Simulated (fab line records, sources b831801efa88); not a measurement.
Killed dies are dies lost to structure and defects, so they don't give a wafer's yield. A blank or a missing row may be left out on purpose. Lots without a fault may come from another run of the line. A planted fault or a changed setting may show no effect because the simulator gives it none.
Which tool did it? | flow sky130 | 7 lots, 21 wafers sampled, at 6 steps of a route of 708

WHAT THE GAUGES READ, wafer by wafer
SKY_NWELL_TW_MEAS_26.
lot  | measured     | on            | NWELL_2_TW
L226 | day 5 15:50  | film_metro-04 | 499.4 497.9 499.1
L228 | day 6 06:40  | film_metro-04 | 30.0 30.0 30.1
L230 | day 6 22:54  | film_metro-03 | 30.1 30.1 30.2
L237 | day 8 20:33  | film_metro-04 | 500.5 497.5 501.8
L239 | day 9 07:25  | film_metro-04 | 501.2 501.5 501.2
L242 | day 9 19:21  | film_metro-04 | 500.5 498.9 500.7
L247 | day 11 06:32 | film_metro-02 | 501.5 499.3 500.6

WHICH TOOL RAN EACH LOT (tool, then ch and the chambers of the sampled wafers, then the start)
lot  | SKY_FIELD_ISO_ETCH_15             | SKY_FIELD_ISO_CMP_27         | SKY_DNWELL_STRIP_08                 | SKY_NWELL_STRIP_14                  | SKY_NWELL_STRIP_25
L226 | rie_diel-04 ch 0,1,2, day 2 12:18 | cmp-02 ch 1,2,3, day 2 15:41 | plasma_asher-02 ch 0,1, day 3 11:36 | plasma_asher-02 ch 0,1, day 4 22:26 | plasma_asher-04 ch 0,1, day 5 15:44
L228 | rie_diel-03 ch 1,2,3, day 3 00:15 | cmp-02 ch 0,1,3, day 3 03:43 | plasma_asher-02 ch 0,1, day 3 23:03 | plasma_asher-02 ch 0,1, day 5 11:14 | plasma_asher-04 ch 0,1, day 6 06:34
L230 | rie_diel-04 ch 2,3, day 3 08:31   | cmp-02 ch 1,2,3, day 3 16:17 | plasma_asher-04 ch 0, day 4 12:09   | plasma_asher-04 ch 1, day 6 01:56   | plasma_asher-02 ch 0,1, day 6 22:47
L237 | rie_diel-04 ch 0,1,2, day 4 21:16 | cmp-01 ch 1,2,3, day 5 05:01 | plasma_asher-04 ch 0, day 6 03:55   | plasma_asher-02 ch 0, day 7 22:29   | plasma_asher-04 ch 0,1, day 8 20:26
L239 | rie_diel-04 ch 0,1, day 5 05:45   | cmp-01 ch 1,2,3, day 5 14:31 | plasma_asher-02 ch 0,1, day 6 13:08 | plasma_asher-02 ch 0,1, day 8 09:14 | plasma_asher-02 ch 0,1, day 9 07:20
L242 | rie_diel-04 ch 0,1, day 5 22:18   | cmp-02 ch 0,1,2, day 6 02:47 | plasma_asher-01 ch 0,1, day 7 01:22 | plasma_asher-02 ch 1, day 8 21:05   | plasma_asher-02 ch 0,1, day 9 19:14
L247 | rie_diel-02 ch 1,2, day 7 01:45   | cmp-02 ch 1,2, day 7 05:30   | plasma_asher-04 ch 0,1, day 8 08:09 | plasma_asher-03 ch 1, day 10 06:07  | plasma_asher-03 ch 0,1, day 11 06:25
- SKY_FIELD_ISO_ETCH_15: etches the open film in CHF3/O2, stops on Si, target depth 180 nm, time 72 s.
- SKY_FIELD_ISO_CMP_27: polishes, stops on Si3N4, t overpolish 16 s, target thk 457.8 nm.
- SKY_DNWELL_STRIP_08: strips in O2/N2.
- SKY_NWELL_STRIP_14: strips in O2/N2.
- SKY_NWELL_STRIP_25: strips in O2/N2.

THE ANSWER, worked out from the rows above alone
Rule: what is usual is taken from the lots themselves. Put in order of their means at a reading, lots are off if they are a third of the lots or fewer, leave a main group of 4 or more, and stand apart from it by a gap of 3 or more times the standard deviation of the main group's means; of several such gaps the widest counts. A main group whose means are all the same, to the digits that the tables above print for the reading, isn't used. A lot without any number at a reading at which 4 lots or more have one is off too. The other lots that the step has rows for count as sound.
Off: L228, L230, at SKY_NWELL_TW_MEAS_26 (NWELL_2_TW). The main group: mean 500.1, standard deviation 0.81.
A tool fits if, at a process step before that reading, it ran every lot that is off, and no sound lot after the first of them. The gauges at SKY_NWELL_TW_MEAS_26 are tried like those tools. None of those tried fits.

WHAT THE SIMULATOR HAD PUT IN
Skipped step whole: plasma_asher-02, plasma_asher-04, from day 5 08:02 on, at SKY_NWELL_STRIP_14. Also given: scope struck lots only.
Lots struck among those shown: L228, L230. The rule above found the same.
